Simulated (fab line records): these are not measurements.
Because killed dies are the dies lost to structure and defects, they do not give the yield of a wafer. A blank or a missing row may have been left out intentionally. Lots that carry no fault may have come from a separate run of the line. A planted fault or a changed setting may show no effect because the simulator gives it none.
The tool behind it: which one? || flow gf180mcu || Sampling: 12 lots, 36 wafers, 4 of 602 route steps

## WHAT EACH GAUGE READ, for each wafer
GF_V4_RS_MEAS_24: measures by four-point-probe. Usual: V4_W_RS gives 0.326 ohm/sq (standard deviation 0.0049).
{"lot": "L142", "measured": "day 24 13:43", "on": "film-metro-04", "V4_W_RS (ohm/sq)": "0.324 0.321 0.323", "flag": ""}
{"lot": "L143", "measured": "day 24 22:40", "on": "film-metro-03", "V4_W_RS (ohm/sq)": "0.325 0.323 0.317", "flag": ""}
{"lot": "L144", "measured": "day 25 08:01", "on": "film-metro-03", "V4_W_RS (ohm/sq)": "0.334 0.330 0.332", "flag": ""}
{"lot": "L146", "measured": "day 25 21:58", "on": "film-metro-03", "V4_W_RS (ohm/sq)": "0.323 0.325 0.333", "flag": ""}
{"lot": "L148", "measured": "day 27 03:22", "on": "film-metro-01", "V4_W_RS (ohm/sq)": "0.329 0.320 0.321", "flag": ""}
{"lot": "L149", "measured": "day 27 07:21", "on": "film-metro-01", "V4_W_RS (ohm/sq)": "0.329 0.331 0.329", "flag": ""}
{"lot": "L150", "measured": "day 28 01:51", "on": "film-metro-04", "V4_W_RS (ohm/sq)": "0.322 0.331 0.333", "flag": ""}
{"lot": "L156", "measured": "day 29 13:07", "on": "film-metro-03", "V4_W_RS (ohm/sq)": "0.320 0.330 0.319", "flag": ""}
{"lot": "L159", "measured": "day 30 01:19", "on": "film-metro-03", "V4_W_RS (ohm/sq)": "0.332 0.330 0.326", "flag": ""}
{"lot": "L158", "measured": "day 30 01:21", "on": "film-metro-04", "V4_W_RS (ohm/sq)": "0.315 0.327 0.331", "flag": ""}
{"lot": "L162", "measured": "day 30 17:50", "on": "film-metro-03", "V4_W_RS (ohm/sq)": "0.330 0.328 0.333", "flag": ""}
{"lot": "L163", "measured": "day 31 01:34", "on": "film-metro-04", "V4_W_RS (ohm/sq)": "0.331 0.328 0.331", "flag": ""}

GF_V5_THK_MEAS_03. Usual: V5_CVD_02_THK gives 1444 nm (standard deviation 18).
{"lot": "L142", "measured": "day 26 10:40", "on": "film-metro-04", "V5_CVD_02_THK (nm)": "1413 1434 1443", "flag": ""}
{"lot": "L143", "measured": "day 26 19:45", "on": "film-metro-04", "V5_CVD_02_THK (nm)": "1410 1452 1449", "flag": ""}
{"lot": "L144", "measured": "day 27 03:49", "on": "film-metro-03", "V5_CVD_02_THK (nm)": "1450 1468 1464", "flag": ""}
{"lot": "L146", "measured": "day 27 16:00", "on": "film-metro-03", "V5_CVD_02_THK (nm)": "1436 1469 1472", "flag": ""}
{"lot": "L148", "measured": "day 28 21:10", "on": "film-metro-02", "V5_CVD_02_THK (nm)": "1414 1461 1425", "flag": ""}
{"lot": "L149", "measured": "day 29 00:37", "on": "film-metro-02", "V5_CVD_02_THK (nm)": "1399 1427 1436", "flag": ""}
{"lot": "L150", "measured": "day 29 18:58", "on": "film-metro-02", "V5_CVD_02_THK (nm)": "1430 1431 1480", "flag": ""}
{"lot": "L156", "measured": "day 31 03:20", "on": "film-metro-03", "V5_CVD_02_THK (nm)": "1442 1438 1436", "flag": ""}
{"lot": "L159", "measured": "day 31 15:44", "on": "film-metro-03", "V5_CVD_02_THK (nm)": "1436 1417 1446", "flag": ""}
{"lot": "L158", "measured": "day 31 15:27", "on": "film-metro-03", "V5_CVD_02_THK (nm)": "1425 1435 1439", "flag": ""}
{"lot": "L162", "measured": "day 32 07:07", "on": "film-metro-02", "V5_CVD_02_THK (nm)": "1438 1416 1446", "flag": ""}
{"lot": "L163", "measured": "day 32 14:04", "on": "film-metro-02", "V5_CVD_02_THK (nm)": "1428 1466 1480", "flag": ""}

## EACH LOT AND THE TOOL THAT RAN IT (in order: tool; ch and the chambers of the sampled wafers; start)
{"lot": "L142", "GF_V4_CMP_26": "cmp-01 ch 0,2,3, day 24 13:54", "GF_M5_ETCH_09": "rie-diel-03 ch 0,1,3, day 26 09:47"}
{"lot": "L143", "GF_V4_CMP_26": "cmp-02 ch 1,2,3, day 25 00:15", "GF_M5_ETCH_09": "rie-diel-04 ch 0,1,2, day 26 18:51"}
{"lot": "L144", "GF_V4_CMP_26": "cmp-01 ch 0,3, day 25 08:14", "GF_M5_ETCH_09": "rie-diel-04 ch 1,2,3, day 27 02:50"}
{"lot": "L146", "GF_V4_CMP_26": "cmp-01 ch 2,3, day 25 22:07", "GF_M5_ETCH_09": "rie-diel-04 ch 2,3, day 27 15:05"}
{"lot": "L148", "GF_V4_CMP_26": "cmp-02 ch 0,1,3, day 27 03:35", "GF_M5_ETCH_09": "rie-diel-03 ch 1,2,3, day 28 20:08"}
{"lot": "L149", "GF_V4_CMP_26": "cmp-02 ch 1,3, day 27 07:32", "GF_M5_ETCH_09": "rie-diel-04 ch 1,2, day 28 23:44"}
{"lot": "L150", "GF_V4_CMP_26": "cmp-02 ch 2,3, day 28 02:02", "GF_M5_ETCH_09": "rie-diel-01 ch 1,2,3, day 29 17:57"}
{"lot": "L156", "GF_V4_CMP_26": "cmp-01 ch 0,1,3, day 29 13:17", "GF_M5_ETCH_09": "rie-diel-04 ch 0,1,3, day 31 02:26"}
{"lot": "L159", "GF_V4_CMP_26": "cmp-02 ch 0,1,2, day 30 01:30", "GF_M5_ETCH_09": "rie-diel-04 ch 1,2,3, day 31 14:51"}
{"lot": "L158", "GF_V4_CMP_26": "cmp-01 ch 0,1, day 30 01:46", "GF_M5_ETCH_09": "rie-diel-01 ch 1,2, day 31 14:30"}
{"lot": "L162", "GF_V4_CMP_26": "cmp-02 ch 1,2, day 30 17:59", "GF_M5_ETCH_09": "rie-diel-03 ch 1,2, day 32 06:12"}
{"lot": "L163", "GF_V4_CMP_26": "cmp-01 ch 0,2,3, day 31 01:45", "GF_M5_ETCH_09": "rie-diel-01 ch 0,1,3, day 32 13:09"}
- GF_V4_CMP_26: polishes, stops on SiO2, t overpolish 15 s, target thk 0 nm.
- GF_M5_ETCH_09: etches Si3N4 in CF4/O2, target depth 52 nm, time 11.6 s.

## WHAT THE TOOLS THEMSELVES READ (means of the sampled wafers that have a number; where no wafer has one, the mark that the record gives instead)
GF_V4_CMP_26. Usual: motor-current-A 12.1 A, standard deviation 1.3; overpolish-run-s 15.000 s, standard deviation 0.0087; retaining-ring-pressure-frac 1.000, standard deviation 0.0041; time-to-endpoint-s 84 s, standard deviation 4.5.
{"lot": "L142", "tool": "cmp-01", "motor-current-A (A)": 11.9, "overpolish-run-s (s)": 15.003, "retaining-ring-pressure-frac": 1.001, "time-to-endpoint-s (s)": 92, "flag": ""}
{"lot": "L143", "tool": "cmp-02", "motor-current-A (A)": 12.0, "overpolish-run-s (s)": 14.998, "retaining-ring-pressure-frac": 1.000, "time-to-endpoint-s (s)": 84, "flag": ""}
{"lot": "L144", "tool": "cmp-01", "motor-current-A (A)": 11.6, "overpolish-run-s (s)": 15.000, "retaining-ring-pressure-frac": 1.000, "time-to-endpoint-s (s)": 86, "flag": ""}
{"lot": "L146", "tool": "cmp-01", "motor-current-A (A)": 12.5, "overpolish-run-s (s)": 14.997, "retaining-ring-pressure-frac": 0.999, "time-to-endpoint-s (s)": 86, "flag": ""}
{"lot": "L148", "tool": "cmp-02", "motor-current-A (A)": 11.9, "overpolish-run-s (s)": 14.997, "retaining-ring-pressure-frac": 1.001, "time-to-endpoint-s (s)": 80, "flag": ""}
{"lot": "L149", "tool": "cmp-02", "motor-current-A (A)": 13.3, "overpolish-run-s (s)": 15.001, "retaining-ring-pressure-frac": 0.996, "time-to-endpoint-s (s)": 80, "flag": ""}
{"lot": "L150", "tool": "cmp-02", "motor-current-A (A)": 12.6, "overpolish-run-s (s)": 15.004, "retaining-ring-pressure-frac": 1.000, "time-to-endpoint-s (s)": 82, "flag": ""}
{"lot": "L156", "tool": "cmp-01", "motor-current-A (A)": 11.9, "overpolish-run-s (s)": 14.998, "retaining-ring-pressure-frac": 0.999, "time-to-endpoint-s (s)": 88, "flag": ""}
{"lot": "L159", "tool": "cmp-02", "motor-current-A (A)": 11.3, "overpolish-run-s (s)": 15.001, "retaining-ring-pressure-frac": 1.002, "time-to-endpoint-s (s)": 85, "flag": ""}
{"lot": "L158", "tool": "cmp-01", "motor-current-A (A)": 10.8, "overpolish-run-s (s)": 15.012, "retaining-ring-pressure-frac": 1.000, "time-to-endpoint-s (s)": 87, "flag": ""}
{"lot": "L162", "tool": "cmp-02", "motor-current-A (A)": 11.3, "overpolish-run-s (s)": 14.998, "retaining-ring-pressure-frac": 1.001, "time-to-endpoint-s (s)": 82, "flag": ""}
{"lot": "L163", "tool": "cmp-01", "motor-current-A (A)": 12.0, "overpolish-run-s (s)": 14.997, "retaining-ring-pressure-frac": 0.996, "time-to-endpoint-s (s)": 83, "flag": ""}

GF_M5_ETCH_09. Usual: bias-w 150.1 W, standard deviation 0.41; drypump-motor-current-A 5.6 A, standard deviation 0.5; oes-product-au 1.002 a.u., standard deviation 0.014; throttle-valve-pct 5.971 %, standard deviation 0.01.
{"lot": "L142", "tool": "rie-diel-03", "bias-w (W)": 150.2, "drypump-motor-current-A (A)": 5.7, "oes-product-au (a.u.)": 0.992, "throttle-valve-pct (%)": 5.965, "flag": ""}
{"lot": "L143", "tool": "rie-diel-04", "bias-w (W)": 149.9, "drypump-motor-current-A (A)": 5.9, "oes-product-au (a.u.)": 0.990, "throttle-valve-pct (%)": 5.968, "flag": ""}
{"lot": "L144", "tool": "rie-diel-04", "bias-w (W)": 149.7, "drypump-motor-current-A (A)": 5.8, "oes-product-au (a.u.)": 0.988, "throttle-valve-pct (%)": 5.958, "flag": ""}
{"lot": "L146", "tool": "rie-diel-04", "bias-w (W)": 149.8, "drypump-motor-current-A (A)": 5.2, "oes-product-au (a.u.)": 0.991, "throttle-valve-pct (%)": 5.969, "flag": ""}
{"lot": "L148", "tool": "rie-diel-03", "bias-w (W)": 150.4, "drypump-motor-current-A (A)": 5.6, "oes-product-au (a.u.)": 0.992, "throttle-valve-pct (%)": 5.977, "flag": ""}
{"lot": "L149", "tool": "rie-diel-04", "bias-w (W)": 150.3, "drypump-motor-current-A (A)": 6.2, "oes-product-au (a.u.)": 0.999, "throttle-valve-pct (%)": 5.975, "flag": ""}
{"lot": "L150", "tool": "rie-diel-01", "bias-w (W)": 149.8, "drypump-motor-current-A (A)": 5.7, "oes-product-au (a.u.)": 0.999, "throttle-valve-pct (%)": 5.979, "flag": ""}
{"lot": "L156", "tool": "rie-diel-04", "bias-w (W)": 150.5, "drypump-motor-current-A (A)": 5.5, "oes-product-au (a.u.)": 0.821, "throttle-valve-pct (%)": 5.922, "flag": "OFF"}
{"lot": "L159", "tool": "rie-diel-04", "bias-w (W)": 149.5, "drypump-motor-current-A (A)": 5.7, "oes-product-au (a.u.)": 0.811, "throttle-valve-pct (%)": 5.919, "flag": "OFF"}
{"lot": "L158", "tool": "rie-diel-01", "bias-w (W)": 150.0, "drypump-motor-current-A (A)": 5.6, "oes-product-au (a.u.)": 1.002, "throttle-valve-pct (%)": 5.967, "flag": ""}
{"lot": "L162", "tool": "rie-diel-03", "bias-w (W)": 150.2, "drypump-motor-current-A (A)": 5.2, "oes-product-au (a.u.)": 1.017, "throttle-valve-pct (%)": 5.970, "flag": ""}
{"lot": "L163", "tool": "rie-diel-01", "bias-w (W)": 150.1, "drypump-motor-current-A (A)": 5.5, "oes-product-au (a.u.)": 1.010, "throttle-valve-pct (%)": 5.971, "flag": ""}

## THE ANSWER, worked out from the rows above alone
Rule: take the mean of a lot's wafers that have a number; if it is more than 3 standard deviations from the usual mean, the lot is off. A lot without any number at a reading at which 4 lots or more have one is off too. All remaining lots with rows at the step are treated as sound. After the gauges, taken in route order, come the tools' own readings; for these a lot's mean is taken, as printed above. At the first step where some lot is off, the reading lying furthest off is the one used; lots without a number count as furthest.
Off: L156, L159, at GF_M5_ETCH_09 (oes-product-au).
If a tool, at that step or one of the process steps before it, ran each lot that is off and ran no sound lot following the first of them, it fits. One fits: GF_M5_ETCH_09 on rie-diel-04. A fault onset in the window from L149 (day 28 23:44, its last sound lot) to L156 (day 31 02:26, its first lot off) fits.
The tool's own readings at GF_M5_ETCH_09 bear it out: on the lots that are off they differ by more than 5 times the standard deviation of the sound lots' means. oes-product-au reads 0.816 a.u. there against 0.998 a.u. on the sound lots; throttle-valve-pct reads 5.920 % there against 5.970 % on the sound lots.

## WHAT THE SIMULATOR HAD PUT IN
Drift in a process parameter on rie-diel-04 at GF_M5_ETCH_09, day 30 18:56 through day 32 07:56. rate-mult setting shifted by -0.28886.
Shown lots that were struck: L156, L159. This agrees with what the rule above found.
